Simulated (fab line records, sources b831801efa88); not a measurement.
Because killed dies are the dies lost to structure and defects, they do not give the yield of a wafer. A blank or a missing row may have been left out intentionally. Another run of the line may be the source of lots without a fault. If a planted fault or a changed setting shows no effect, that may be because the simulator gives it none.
What tool caused it? | flow sky130 | 13 lots with 39 wafers sampled at 5 steps, on a route of 708 steps

WHAT EACH GAUGE READ, for each wafer
SKY_FIELD_ISO_THK_MEAS_04. Usual: for FIELD_ISO_CVD_03_THK the level is 165.4 nm and the standard deviation is 1.6.
lot  | measured    | on           | FIELD_ISO_CVD_03_THK (nm) | flag
L733 | day 1 16:45 | filmMetro-02 | 164.2 164.7 164.4         | 
L736 | day 2 04:31 | filmMetro-01 | 164.5 165.1 165.9         | 
L737 | day 2 09:56 | filmMetro-01 | 165.9 163.9 163.9         | 
L739 | day 2 21:01 | filmMetro-03 | 165.5 165.5 164.9         | 
L740 | day 3 02:46 | filmMetro-02 | 165.6 165.8 166.8         | 
L741 | day 3 08:02 | filmMetro-01 | 162.2 163.3 161.4         | 
L742 | day 3 12:32 | filmMetro-02 | 167.3 165.6 166.8         | 
L744 | day 3 20:30 | filmMetro-01 | 168.3 168.7 166.5         | 
L748 | day 4 16:29 | filmMetro-02 | 164.5 163.9 165.4         | 
L750 | day 5 04:13 | filmMetro-01 | 163.7 164.3 164.9         | 
L751 | day 5 10:43 | filmMetro-03 | 168.2 168.1 168.3         | 
L753 | day 5 19:20 | filmMetro-01 | 167.4 167.5 166.6         | 
L755 | day 6 03:29 | filmMetro-01 | 163.1 163.8 163.9         | 

SKY_NWELL_RS_MEAS_29: measurement is done with a four-point probe. Usual: for NWELL_RS the level is 625.4 ohm/sq and the standard deviation is 1.6.
lot  | measured     | on           | NWELL_RS (ohm/sq) | flag
L733 | day 5 15:13  | filmMetro-04 | 626.6 622.3 625.4 | 
L736 | day 6 01:41  | filmMetro-03 | 625.3 624.5 625.1 | 
L737 | day 6 08:35  | filmMetro-04 | 624.3 623.2 623.0 | 
L739 | day 6 18:37  | filmMetro-02 | 625.1 623.6 623.7 | 
L740 | day 7 03:19  | filmMetro-02 | 626.9 625.6 627.9 | 
L741 | day 7 11:32  | filmMetro-03 | 618.4 615.7 617.4 | OFF
L742 | day 7 15:34  | filmMetro-04 | 615.3 614.2 616.0 | OFF
L744 | day 8 01:25  | filmMetro-02 | 624.6 624.9 625.2 | 
L748 | day 9 00:41  | filmMetro-03 | 625.8 625.9 626.7 | 
L750 | day 9 14:58  | filmMetro-02 | 625.7 627.4 626.0 | 
L751 | day 10 00:58 | filmMetro-03 | 625.8 626.7 624.7 | 
L753 | day 10 10:08 | filmMetro-03 | 626.9 625.9 627.5 | 
L755 | day 10 22:41 | filmMetro-04 | 620.6 623.4 624.9 | 

SKY_VT_ADJUST_LVTN_OVL_MEAS_07. Usual: for VT_ADJUST_LVTN_OVL the level is 0.3 nm and the standard deviation is 1.7.
lot  | measured     | on         | VT_ADJUST_LVTN_OVL (nm) | flag
L733 | day 7 05:55  | overlay-02 | 0.0 -0.3 0.2            | 
L736 | day 7 16:11  | overlay-02 | -1.1 3.4 0.5            | 
L737 | day 8 00:08  | overlay-02 | 1.4 2.7 0.1             | 
L739 | day 8 10:25  | overlay-02 | 2.8 1.4 3.3             | 
L740 | day 8 20:43  | overlay-01 | -1.0 -1.3 -0.5          | 
L741 | day 9 05:26  | overlay-01 | 0.4 -0.8 -1.6           | 
L742 | day 9 09:40  | overlay-02 | 2.4 1.9 1.6             | 
L744 | day 9 20:14  | overlay-02 | -0.7 -0.3 0.6           | 
L748 | day 10 20:10 | overlay-02 | 1.2 0.6 2.3             | 
L750 | day 11 12:08 | overlay-01 | 1.0 0.9 0.4             | 
L751 | day 12 00:04 | overlay-02 | -0.5 0.2 1.5            | 
L753 | day 12 09:11 | overlay-01 | 2.5 2.2 2.3             | 
L755 | day 12 22:23 | overlay-02 | 2.5 2.1 1.2             | 

SKY_VT_ADJUST_LVTN_TW_MEAS_10. Usual: for VT_ADJUST_LVTN_TW the level is 239.6 and the standard deviation is 1.6.
lot  | measured     | on           | VT_ADJUST_LVTN_TW | flag
L733 | day 7 06:12  | filmMetro-01 | 241.5 241.4 241.9 | 
L736 | day 7 16:29  | filmMetro-01 | 240.7 240.4 242.4 | 
L737 | day 8 00:25  | filmMetro-01 | 240.2 240.2 239.9 | 
L739 | day 8 10:42  | filmMetro-01 | 241.3 240.3 240.2 | 
L740 | day 8 21:01  | filmMetro-01 | 242.2 240.8 240.4 | 
L741 | day 9 05:44  | filmMetro-04 | 238.4 239.7 237.3 | 
L742 | day 9 09:58  | filmMetro-01 | 239.6 240.3 239.7 | 
L744 | day 9 20:32  | filmMetro-01 | 240.2 240.1 240.5 | 
L748 | day 10 20:27 | filmMetro-04 | 239.0 238.0 238.9 | 
L750 | day 11 12:25 | filmMetro-04 | 239.2 238.7 238.9 | 
L751 | day 12 00:22 | filmMetro-04 | 238.4 239.3 238.4 | 
L753 | day 12 09:28 | filmMetro-04 | 238.4 238.1 238.6 | 
L755 | day 12 22:40 | filmMetro-01 | 241.1 240.9 241.5 | 

WHICH TOOL RAN EACH LOT (tool, then ch and the chambers of the sampled wafers, then the start)
lot  | SKY_NWELL_IMPLANT_13
L733 | implanter-03 ch 0, day 4 21:07
L736 | implanter-03 ch 0, day 5 06:50
L737 | implanter-02 ch 0, day 5 13:11
L739 | implanter-03 ch 0, day 5 23:01
L740 | implanter-02 ch 0, day 6 07:34
L741 | implanter-03 ch 0, day 6 14:47
L742 | implanter-03 ch 0, day 6 19:25
L744 | implanter-02 ch 0, day 7 04:40
L748 | implanter-02 ch 0, day 8 03:04
L750 | implanter-04 ch 0, day 8 16:25
L751 | implanter-04 ch 0, day 9 02:34
L753 | implanter-04 ch 0, day 9 12:02
L755 | implanter-03 ch 0, day 10 00:02
- SKY_NWELL_IMPLANT_13

WHAT THE TOOLS THEMSELVES READ (means of the sampled wafers that have a number; where no wafer has one, the mark that the record gives instead)
SKY_NWELL_IMPLANT_13. Usual: doseIonsCm2 7e+11, standard deviation 7e+08; faradayCurrentUA 3.96, standard deviation 0.08.
lot  | tool         | doseIonsCm2 | faradayCurrentUA | flag
L733 | implanter-03 | 7e+11       | 3.92             | 
L736 | implanter-03 | 7e+11       | 3.93             | 
L737 | implanter-02 | 7e+11       | 3.94             | 
L739 | implanter-03 | 7e+11       | 3.92             | 
L740 | implanter-02 | 7e+11       | 3.89             | 
L741 | implanter-03 | 1e+12       | 5.74             | OFF
L742 | implanter-03 | 1e+12       | 5.66             | OFF
L744 | implanter-02 | 7e+11       | 4.00             | 
L748 | implanter-02 | 7e+11       | 3.99             | 
L750 | implanter-04 | 7e+11       | 3.90             | 
L751 | implanter-04 | 7e+11       | 4.01             | 
L753 | implanter-04 | 7e+11       | 3.86             | 
L755 | implanter-03 | 7e+11       | 3.93             | 

THE ANSWER, worked out from the rows above alone
Rule: lot off if the mean of its wafers having a number is beyond 3 standard deviations from the usual mean. Also off: a lot with no number at a reading for which 4 or more lots have one. Any other lot the step has rows for is counted as sound. The gauges are gone through in route order, then the tools' own readings, and for those a lot's mean is taken as printed above. At the first step where some lot is off, the reading lying furthest off is the one used; lots without a number count as furthest.
Off: L741, L742, at SKY_NWELL_RS_MEAS_29 (NWELL_RS).
A tool fits if, at a process step before that reading, it ran every lot that is off, and no sound lot after the first of them. Not tried: the gauges at SKY_NWELL_RS_MEAS_29; whatever is off there is also off at SKY_NWELL_IMPLANT_13, on other tools, and gauge error can't account for it. Not one of the candidates tried fits.

WHAT WAS PUT IN BY THE SIMULATOR
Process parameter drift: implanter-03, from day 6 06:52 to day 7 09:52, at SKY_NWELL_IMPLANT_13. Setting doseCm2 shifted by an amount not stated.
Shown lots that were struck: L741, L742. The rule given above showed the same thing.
